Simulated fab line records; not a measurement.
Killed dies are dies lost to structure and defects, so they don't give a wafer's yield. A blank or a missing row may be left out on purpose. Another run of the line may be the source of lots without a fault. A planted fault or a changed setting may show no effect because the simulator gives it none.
Chamber matching | flow sky130 | SKY_POLY_GATE_ETCH_17 on rie si-01 has 4 sister chambers
The step etches poly-Si in HBr/Cl2, stops on SiO2, target depth 180 nm, time 70.5 s. 4 wafers are shown with their chamber, then 7 later ones without.

## WAFERS PAIRED WITH THEIR CHAMBERS
wafer  | chamber | drypump motor current A (A)
L370.6 | 3       | 5.8
L372.6 | 1       | 6.1
L384.2 | 0       | 5.9
L384.4 | 2       | 6.0

## WAFERS WHOSE CHAMBER IS MISSING
wafer  | drypump motor current A (A)
L384.6 | 6.0
L386.2 | 6.1
L386.3 | 6.0
L386.5 | 6.0
L390.1 | 5.9
L390.4 | 5.7
L390.5 | 6.1

## EACH ONE'S CHAMBER
wafer  | from the rows above | in truth
L384.6 | 2                   | 2
L386.2 | 1                   | 1
L386.3 | 2                   | 2
L386.5 | 2                   | 2
L390.1 | 0                   | 0
L390.4 | 3                   | 3
L390.5 | 1                   | 1
7 of 7 placed correctly. Not placeable from these rows: 0. Wrongly placed: 0.
How it was worked out, from the rows above alone: a wafer's distance from a chamber is the root of the sum, over the readings, of the square of ((its reading less the chamber's mean) divided by the reading's scatter). If the next closest chamber is less than 2 further off than the closest, the wafer can't be placed; otherwise it belongs to the closest. A chamber's mean is the mean of its shown wafers. The scatter: with one shown wafer a chamber, the root of the mean of the squares of how far each hidden wafer lies from its nearest shown one.
